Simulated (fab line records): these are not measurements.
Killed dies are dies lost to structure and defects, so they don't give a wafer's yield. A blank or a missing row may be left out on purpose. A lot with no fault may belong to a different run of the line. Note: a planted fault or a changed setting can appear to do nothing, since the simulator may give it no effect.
Struck lot and sound lot, side by side | flow sky130 | 15 out of 708 route steps
Sound: wafers L298.1, L298.3, L298.4. Struck: wafers L299.1, L299.6. (L299.5 of the same lot was not struck and is left out.) The cause comes at the end.
Per side, at each step with rows, come the tool, then ch with its chambers, and then its first start. Under that, the readings that differ: sound wafers | struck wafers | difference of the means | sigmas: that difference in standard deviations of wafers without a fault.
alike: readings with means less than 2 such deviations apart, plus words and numbers identical on both sides. not compared: withheld readings, readings lacking a value on some wafer, bounds such as >300 that could conceal the same value, and numbers that have no deviation in the record and whose values overlap.
Wherever a step has rows on one side only, a row that says differs or no value, or a row with sigmas, the two part there. Numbers that don't overlap but have no deviation are shown without sigmas and don't part them. A reading that every wafer of one side lacks parts them only if that side has two wafers or more.

first, 8 steps without rows for these wafers: SKY_CONTACT_DEHYDRATE_06 (time 60 s); SKY_CONTACT_HMDS_07 (prime time 60 s); SKY_CONTACT_COAT_08 (resist thk 60 nm); SKY_CONTACT_COAT_09 (resist thk 450 nm); SKY_CONTACT_SOFTBAKE_10 (time 90 s); SKY_CONTACT_EXPOSE_11 (exposes mask CTM1, target cd 170 nm); SKY_CONTACT_PEB_12; SKY_CONTACT_DEVELOP_13 (develop time 60 s).
SKY_CONTACT_CD_MEAS_14: target cd 170 nm.
  sound on cd sem-02 at day 34 02:57; struck on cd sem-02 at day 34 08:45
  alike: cd nm
SKY_CONTACT_OVL_MEAS_15:
  sound on overlay-02 at day 34 03:04; struck on overlay-02 at day 34 08:52
  alike: CONTACT_OVL
SKY_CONTACT_ETCH_16: etches BARC in N2/H2, stops on SiO2, time 45.9 s, target depth 60 nm.
  sound on rie diel-01 ch 1,2,3, day 34 03:06; struck on rie diel-01 ch 0,1, day 34 08:54
  alike: drypump motor current A, h2 flow sccm, oes product au, rf fwd power W, throttle valve pct
  not compared: rf hours counter h
SKY_CONTACT_ETCH_17: etches SiO2 in C4F8/O2/Ar, stops on Si3N4, target depth 340 nm.
  sound on rie diel-01 ch 1,2,3, day 34 03:09; struck on rie diel-01 ch 0,1, day 34 08:57
  alike: oes product au, rf fwd power W
SKY_CONTACT_ETCH_18: etches Si3N4 in CHF3/O2, stops on TiN, time 39 s, target depth 75 nm.
  sound on rie diel-01 ch 1,2,3, day 34 03:00; struck on rie diel-01 ch 0,1, day 34 08:00
  reading                                        | sound             | struck      | difference | sigmas
  model.KrF-thick_of_CONTACT_COAT_09.thk nm (nm) | 243.4 241.8 244.2 | 259.6 257.2 | +15.3      |
  alike: drypump motor current A, oes product au, rf fwd power W, throttle valve pct
  not compared: rf hours counter h
SKY_CONTACT_STRIP_19: strips in O2/N2.
  sound on plasma asher-04 ch 0,1, day 34 03:14; struck on plasma asher-01 ch 0,1, day 34 09:02
  reading                      | sound             | struck      | difference | sigmas
  drypump motor current A (A)  | 6.4 6.3 5.8       | 5.5 5.4     | -0.7       | -2
  strip time to endpoint s (s) | 3.627 3.595 3.621 | 3.772 3.759 | +0.151     | +5
  alike: oes product au
  not compared: rf hours counter h
then, 1 step without rows for these wafers: SKY_CONTACT_STRIP_20 (strips in post etch residue remover, time 1200 s).

## WHERE THEY PART
At SKY_CONTACT_STRIP_19 and nowhere else, as far as this record goes.

WHY: what the simulator had put in
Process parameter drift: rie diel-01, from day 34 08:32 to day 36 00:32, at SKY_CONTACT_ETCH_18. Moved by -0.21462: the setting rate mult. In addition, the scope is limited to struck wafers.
